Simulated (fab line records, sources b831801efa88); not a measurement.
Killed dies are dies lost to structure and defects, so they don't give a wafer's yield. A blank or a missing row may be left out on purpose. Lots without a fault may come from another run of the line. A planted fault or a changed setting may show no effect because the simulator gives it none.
One fault seen from 2 desks | flow sky130 | each desk has only its own numbers; what lay behind them comes last

THE TOOL OWNER'S DESK: rie_metal-04
The tool's own readings at SKY_METAL1_ETCH_18 (etches BARC in N2/H2, stops on SiO2, time 45.9 s, target depth 60 nm): means of the sampled wafers that have a number, for each lot that ran on this tool. A lot is out of limits, marked OUT, if its mean lies more than 4 standard deviations from the usual mean; the brackets give that distance.
Columns: A = drypump_motor_current_A at SKY_METAL1_ETCH_18, usual 5.8 A; B = oes_product_au at SKY_METAL1_ETCH_18, usual 0.856 a.u.; C = throttle_valve_pct at SKY_METAL1_ETCH_18, usual 13.224 %
lot  | first seen here | A   | B     | C
L750 | day 34 03:31    | 6.2 | 0.853 | 13.210
L756 | day 36 03:00    | 6.3 | 0.853 | 13.231
L758 | day 36 18:04    | 6.3 | 0.852 | 13.225
This desk's finding: nothing out of limits on any of the 3 lots.

THE METROLOGY DESK
What the gauges read, lot by lot, whatever tool the lot ran on: means of the sampled wafers that have a number. A lot is out of limits, marked OUT, if its mean lies more than 4 standard deviations from the usual mean; the brackets give that distance.
Columns: A = METAL1_ALCU_THK at SKY_METAL1_THK_MEAS_06, usual 251.7 nm; B = cd_nm at SKY_METAL1_CD_MEAS_15, usual 140.2 nm; C = METAL1_OVL at SKY_METAL1_OVL_MEAS_16, usual -1 nm
lot  | first seen here | A     | B     | C
L746 | day 31 14:04    | 251.5 | 143.0 | -2
L750 | day 33 00:21    | 248.0 | 142.5 | 1
L755 | day 34 17:08    | 250.7 | 138.5 | -0
L756 | day 35 00:43    | 248.4 | 141.0 | -5
L758 | day 35 15:32    | 253.5 | 139.6 | -1
L765 | day 38 00:11    | 253.5 | 140.9 | -6
This desk's finding: nothing out of limits on any of the 6 lots.

PUT TOGETHER
The tool owner's desk saw nothing out of limits.
The metrology desk saw nothing out of limits.

WHAT THE SIMULATOR HAD PUT IN
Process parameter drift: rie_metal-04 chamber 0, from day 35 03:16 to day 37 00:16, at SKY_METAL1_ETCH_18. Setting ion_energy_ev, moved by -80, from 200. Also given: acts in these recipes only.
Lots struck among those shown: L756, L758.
